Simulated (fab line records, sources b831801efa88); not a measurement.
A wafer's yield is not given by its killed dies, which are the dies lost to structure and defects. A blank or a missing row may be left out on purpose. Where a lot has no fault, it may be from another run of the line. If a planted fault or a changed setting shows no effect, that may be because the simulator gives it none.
Which tool did it?	flow sky130	11 lots with 33 wafers sampled at 4 steps, on a route of 708 steps

WHAT EACH GAUGE READ, for each wafer
SKY_LDD_LDN_TW_MEAS_13. Usual: LDD_LDN_TW typically reads 1484, with standard deviation 11.
lot	measured	on	LDD_LDN_TW	flag
L499	day 22 18:07	film metro-01	1509 1502 1494	
L500	day 23 12:10	film metro-02	1470 1478 1474	
L501	day 23 16:16	film metro-03	1484 1482 1489	
L502	day 23 22:16	film metro-02	1477 1481 1476	
L504	day 25 10:48	film metro-03	1478 1475 1477	
L513	day 28 04:39	film metro-03	1423 1422 1419	OFF
L514	day 28 09:31	film metro-02	1404 1402 1410	OFF
L519	day 30 17:43	film metro-02	1465 1472 1480	
L520	day 30 20:17	film metro-03	1493 1490 1494	
L521	day 30 19:41	film metro-03	1486 1495 1483	
L522	day 31 03:10	film metro-02	1482 1483 1480	

WHAT TOOL EACH LOT RAN ON (gives the tool, then ch and the chambers of the sampled wafers, and finally the start)
lot	SKY_NWELL_STRIP_14	SKY_POLY_GATE_ETCH_15	SKY_LDD_LDN_IMPLANT_11
L499	plasma asher-02 ch 0,1, day 4 15:50	rie diel-03 ch 0,2,3, day 16 10:07	implanter-01 ch 0, day 22 17:54
L500	plasma asher-02 ch 0,1, day 5 01:03	rie diel-03 ch 0,1,3, day 17 02:13	implanter-03 ch 0, day 23 11:55
L501	plasma asher-02 ch 1, day 5 02:22	rie diel-02 ch 1,2,3, day 17 04:56	implanter-02 ch 0, day 23 16:02
L502	plasma asher-02 ch 0,1, day 5 08:15	rie diel-02 ch 0,1,3, day 17 10:22	implanter-02 ch 0, day 23 22:01
L504	plasma asher-04 ch 0,1, day 5 19:11	rie diel-01 ch 0,1,3, day 18 21:26	implanter-01 ch 0, day 25 10:33
L513	plasma asher-02 ch 0,1, day 8 04:40	rie diel-01 ch 1,2, day 21 20:47	implanter-02 ch 0, day 28 04:24
L514	plasma asher-02 ch 0,1, day 8 09:36	rie diel-02 ch 2,3, day 22 02:07	implanter-02 ch 0, day 28 09:16
L519	plasma asher-03 ch 0,1, day 9 13:56	rie diel-03 ch 0,1,3, day 24 14:48	implanter-01 ch 0, day 30 17:29
L520	plasma asher-04 ch 0,1, day 9 17:25	rie diel-03 ch 0,1,2, day 24 17:50	implanter-03 ch 0, day 30 20:04
L521	plasma asher-02 ch 0,1, day 10 09:08	rie diel-01 ch 0,1,2, day 24 15:44	implanter-01 ch 0, day 30 19:28
L522	plasma asher-02 ch 0,1, day 10 10:25	rie diel-01 ch 0,1, day 25 01:27	implanter-01 ch 0, day 31 02:56
- SKY_NWELL_STRIP_14: strips in O2/N2.
- SKY_POLY_GATE_ETCH_15: etches BARC in N2/H2, stops on SiO2, time 118.5 s, target depth 110 nm.
- SKY_LDD_LDN_IMPLANT_11

AS READ BY THE TOOLS THEMSELVES (means over the sampled wafers that have a number; for cases with no such wafer, the mark the record gives instead)
SKY_NWELL_STRIP_14. Usual: drypump motor current A 5.60 A, standard deviation 0.27; oes product au 0.724 a.u., standard deviation 0.0044; strip time to endpoint s 36.91 s, standard deviation 0.1.
lot	tool	drypump motor current A (A)	oes product au (a.u.)	strip time to endpoint s (s)	flag
L499	plasma asher-02	5.58	0.727	36.80	
L500	plasma asher-02	5.58	0.725	36.88	
L501	plasma asher-02	5.50	0.724	36.89	
L502	plasma asher-02	5.53	0.725	36.88	
L504	plasma asher-04	6.09	0.721	36.93	
L513	plasma asher-02	5.61	0.721	36.92	
L514	plasma asher-02	5.59	0.723	37.02	
L519	plasma asher-03	5.50	0.725	36.77	
L520	plasma asher-04	6.07	0.722	36.76	
L521	plasma asher-02	5.60	0.725	37.08	
L522	plasma asher-02	5.54	0.725	36.86	

SKY_POLY_GATE_ETCH_15. Usual: drypump motor current A 5.6 A, standard deviation 0.48; oes product au 0.716 a.u., standard deviation 0.0048; throttle valve pct 13.212 %, standard deviation 0.0094.
lot	tool	drypump motor current A (A)	oes product au (a.u.)	throttle valve pct (%)	flag
L499	rie diel-03	5.7	0.718	13.220	
L500	rie diel-03	5.7	0.718	13.212	
L501	rie diel-02	5.9	0.713	13.211	
L502	rie diel-02	5.8	0.714	13.215	
L504	rie diel-01	5.2	0.717	13.213	
L513	rie diel-01	5.9	0.714	13.211	
L514	rie diel-02	5.8	0.709	13.211	
L519	rie diel-03	5.8	0.715	13.215	
L520	rie diel-03	5.5	0.715	13.214	
L521	rie diel-01	5.4	0.714	13.213	
L522	rie diel-01	5.0	0.718	13.214	

SKY_LDD_LDN_IMPLANT_11. Usual: dose ions cm2 1.2499e+13, standard deviation 1.3e+10; faraday current uA 70.5, standard deviation 1.2.
lot	tool	dose ions cm2	faraday current uA	flag
L499	implanter-01	1.2497e+13	70.3	
L500	implanter-03	1.2512e+13	70.8	
L501	implanter-02	1.2497e+13	71.3	
L502	implanter-02	1.2507e+13	71.2	
L504	implanter-01	1.2485e+13	70.4	
L513	implanter-02	5.0907e+12	28.8	OFF
L514	implanter-02	5.0897e+12	28.8	OFF
L519	implanter-01	1.2514e+13	70.0	
L520	implanter-03	1.2497e+13	69.5	
L521	implanter-01	1.2503e+13	70.1	
L522	implanter-01	1.2518e+13	69.7	

THE ANSWER, worked out from the rows above alone
Rule: a lot counts as off when the mean over its wafers that have a number is more than 3 standard deviations away from the usual mean. Also off: a lot with no number at a reading for which 4 or more lots have one. Where the step has rows for the other lots, those lots are counted as sound. After the gauges, taken in route order, come the tools' own readings; for these a lot's mean is taken, as printed above. At the first step where some lot is off, the reading lying furthest off is the one used; lots without a number count as furthest.
Off: at SKY_LDD_LDN_TW_MEAS_13 (LDD_LDN_TW), L513, L514.
If a tool, at a process step before that reading, ran all the lots that are off and no sound lot after the first of them, it fits. Not tried: the gauges at SKY_LDD_LDN_TW_MEAS_13; whatever is off there is also off at SKY_LDD_LDN_IMPLANT_11, on other tools, and gauge error can't account for it. One fits: implanter-02 at SKY_LDD_LDN_IMPLANT_11. A fault onset in the window from L502 (day 23 22:01, its last sound lot) to L513 (day 28 04:24, its first lot off) fits.
The tool's own readings at SKY_LDD_LDN_IMPLANT_11 bear it out: on the lots that are off they differ by more than 5 times the standard deviation of the sound lots' means. dose ions cm2 reads 5.0902e+12 there against 1.2503e+13 on the sound lots; faraday current uA reads 28.8 there against 70.4 on the sound lots.

WHAT WAS PUT IN BY THE SIMULATOR
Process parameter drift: implanter-02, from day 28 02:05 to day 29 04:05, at SKY_LDD_LDN_IMPLANT_11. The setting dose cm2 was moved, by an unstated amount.
Shown lots that were struck: L513, L514. The rule above found the same.
